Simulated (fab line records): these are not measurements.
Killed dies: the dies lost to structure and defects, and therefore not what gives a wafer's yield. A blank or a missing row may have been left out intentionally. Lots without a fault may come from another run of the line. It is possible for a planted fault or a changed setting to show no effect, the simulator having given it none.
Matching of chambers / flow gf180mcu / cmp-02 running GF_CONTACT_CMP_04: 4 sister chambers
The step polishes SiO2. 14 wafers are shown with their chamber, then 7 later ones without.

## EACH WAFER AND ITS CHAMBER
wafer=L781.1; chamber=0; motor-current-A (A)=12.4; time-to-endpoint-s (s)=114
wafer=L781.2; chamber=1; motor-current-A (A)=13.9; time-to-endpoint-s (s)=100
wafer=L781.6; chamber=1; motor-current-A (A)=12.3; time-to-endpoint-s (s)=107
wafer=L789.1; chamber=1; motor-current-A (A)=13.2; time-to-endpoint-s (s)=99
wafer=L789.3; chamber=3; motor-current-A (A)=10.4; time-to-endpoint-s (s)=109
wafer=L789.5; chamber=1; motor-current-A (A)=12.8; time-to-endpoint-s (s)=110
wafer=L790.2; chamber=0; motor-current-A (A)=13.7; time-to-endpoint-s (s)=112
wafer=L790.3; chamber=1; motor-current-A (A)=13.9; time-to-endpoint-s (s)=102
wafer=L790.4; chamber=3; motor-current-A (A)=11.1; time-to-endpoint-s (s)=116
wafer=L793.2; chamber=2; motor-current-A (A)=9.8; time-to-endpoint-s (s)=112
wafer=L793.4; chamber=0; motor-current-A (A)=14.1; time-to-endpoint-s (s)=117
wafer=L793.5; chamber=0; motor-current-A (A)=14.2; time-to-endpoint-s (s)=113
wafer=L799.1; chamber=3; motor-current-A (A)=10.5; time-to-endpoint-s (s)=119
wafer=L799.2; chamber=2; motor-current-A (A)=10.3; time-to-endpoint-s (s)=113

SIGNATURES (means of the wafers above)
reading=motor-current-A; chamber 0=13.600; chamber 1=13.220; chamber 2=10.050; chamber 3=10.667; scatter within a chamber=0.665
reading=time-to-endpoint-s; chamber 0=114.00; chamber 1=103.60; chamber 2=112.50; chamber 3=114.67; scatter within a chamber=3.95
Rule: distance of a wafer from a chamber = root of the sum over the readings of ((wafer's reading minus chamber's mean) / reading's scatter) squared. If the next closest chamber is less than 2 further off than the closest, the wafer can't be placed; otherwise it belongs to the closest. The scatter is the square root of a quotient: the sum, over the shown wafers, of each reading's squared deviation from its chamber's mean, divided by wafers minus chambers.

## WAFERS MISSING THEIR CHAMBER
wafer=L799.5; motor-current-A (A)=9.8; time-to-endpoint-s (s)=120
wafer=L800.2; motor-current-A (A)=12.9; time-to-endpoint-s (s)=106
wafer=L800.3; motor-current-A (A)=10.4; time-to-endpoint-s (s)=108
wafer=L800.6; motor-current-A (A)=12.5; time-to-endpoint-s (s)=113
wafer=L803.2; motor-current-A (A)=9.6; time-to-endpoint-s (s)=121
wafer=L803.4; motor-current-A (A)=13.4; time-to-endpoint-s (s)=124
wafer=L803.5; motor-current-A (A)=9.7; time-to-endpoint-s (s)=128

## CHAMBER TAKEN BY EACH
wafer=L799.5; from the rows above=can't be placed: 3 or 2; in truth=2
wafer=L800.2; from the rows above=can't be placed: 1 or 0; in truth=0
wafer=L800.3; from the rows above=can't be placed: 2 or 3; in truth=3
wafer=L800.6; from the rows above=can't be placed: 0 or 1 or 3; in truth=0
wafer=L803.2; from the rows above=can't be placed: 2 or 3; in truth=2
wafer=L803.4; from the rows above=0; in truth=0
wafer=L803.5; from the rows above=can't be placed: 3 or 2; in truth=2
Correctly placed: 1 of 7. From these rows, 6 cannot be placed; in 6 the true chamber is one of the candidates. Wrongly placed: 0.
